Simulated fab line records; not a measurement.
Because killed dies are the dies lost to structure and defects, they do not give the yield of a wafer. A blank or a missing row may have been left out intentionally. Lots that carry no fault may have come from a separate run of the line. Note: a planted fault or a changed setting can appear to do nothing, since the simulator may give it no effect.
Comparing a struck lot with a sound one / flow sky130 / 18 steps out of a route of 708
Sound: wafers L807.2, L807.3, L807.5. Struck: wafer L812.4 (L812.2, L812.5, from the same lot, were not struck and are left out); the cause is given at the end.
At each step with rows: each side's tool, then ch and its chambers, then its first start. Under that, the readings that differ: sound wafers / struck wafers / difference of the means / sigmas: that difference in standard deviations of wafers without a fault.
alike: words and numbers the same on both sides, and readings whose means are apart by under 2 such deviations; not compared: readings that were withheld, readings missing a value for some wafer, numbers with overlapping values and no deviation given by the record, and bounds like >300 which may hide the same value.
A row with sigmas, a row that says differs or no value, or rows on one side alone: a step with any of these is where the two part. Non-overlapping numbers with no deviation appear without sigmas and do not part them. Lack of a reading on every wafer of one side parts them only where that side has two or more wafers.

first, 5 steps without rows for these wafers: SKY_VIA4_COAT_06 (resist thk 1140 nm); SKY_VIA4_SOFTBAKE_07 (time 60 s); SKY_VIA4_EXPOSE_08 (exposes mask VIM4, target cd 800 nm); SKY_VIA4_PEB_09; SKY_VIA4_DEVELOP_10 (develop time 60 s).
SKY_VIA4_OVL_MEAS_11:
  sound on overlay-02 at day 42 17:53; struck on overlay-01 at day 44 09:17
  alike: VIA4_OVL
SKY_VIA4_ETCH_12: etches SiO2 in C4F8/O2/Ar, stops on TiN, target depth 580 nm.
  sound on rie diel-04 ch 1,2, day 42 17:55; struck on rie diel-01 ch 1, day 44 09:19
  alike: oes product au
SKY_VIA4_STRIP_13: strips in O2/N2.
  sound on plasma asher-03 ch 1, day 42 17:59; struck on plasma asher-01 ch 1, day 44 09:23
  alike: drypump motor current A, oes product au, strip time to endpoint s
  not compared: rf hours counter h
then, 3 steps without rows for these wafers: SKY_VIA4_STRIP_14 (strips in post etch residue remover, time 1200 s); SKY_VIA4_CLEAN_15 (cleans in IPA, time 180 s); SKY_VIA4_CLEAN_16 (cleans in O3/DIW).
SKY_VIA4_SPUTTER_17: material TiN, target thk 20 nm, time 80 s.
  sound on pvd sputter-02 at day 42 18:35; struck on pvd sputter-03 at day 44 10:01
  alike: chamber pressure pa, throttle valve pct
SKY_VIA4_CVD_18: deposits W, target thk 505 nm, time 152.14 s.
  sound on cvd w-02 ch 0,1, day 42 18:38; struck on cvd w-01 ch 0, day 44 10:07
reading=model.W_of_VIA4_CVD_18.thk nm (nm); sound=495 496.9 493; struck=853.4; difference=+358.4; sigmas=
  alike: heater power w
SKY_VIA4_RS_MEAS_19: uses a four-point probe to measure.
  sound on film metro-03 at day 42 18:49; struck on film metro-01 at day 44 10:17
reading=VIA4_W_RS (ohm/sq); sound=0.2304 0.2293 0.2314; struck=0.1336; difference=-0.0968; sigmas=-42
SKY_VIA4_THK_MEAS_20: measures by xrf.
  sound on film metro-03 at day 42 18:55; struck on film metro-01 at day 44 10:23
reading=VIA4_W_THK (nm); sound=485 490 490; struck=846; difference=+358; sigmas=+57
SKY_VIA4_CMP_21: polishes, stops on SiO2, t overpolish 25 s, target thk 0 nm.
  sound on cmp-01 ch 1,2, day 42 18:58; struck on cmp-01 ch 2, day 44 10:29
reading=time to endpoint s (s); sound=127 119 118; struck=213; difference=+92; sigmas=+25
  alike: motor current A
SKY_METAL5_SPUTTER_00: material Ti, target thk 15 nm, time 10 s.
  sound on pvd sputter-01 at day 42 19:16; struck on pvd sputter-02 at day 44 10:44
  alike: chamber pressure pa, throttle valve pct
next, for these wafers, 1 step has no rows: SKY_PAD_OPEN_PROBE_99.

## WHERE THEY PART
Earliest at SKY_VIA4_RS_MEAS_19; latest, in this record, at SKY_VIA4_CMP_21. Later steps at which nothing parts them and some readings are alike: SKY_METAL5_SPUTTER_00.

WHY: whatever the simulator had introduced
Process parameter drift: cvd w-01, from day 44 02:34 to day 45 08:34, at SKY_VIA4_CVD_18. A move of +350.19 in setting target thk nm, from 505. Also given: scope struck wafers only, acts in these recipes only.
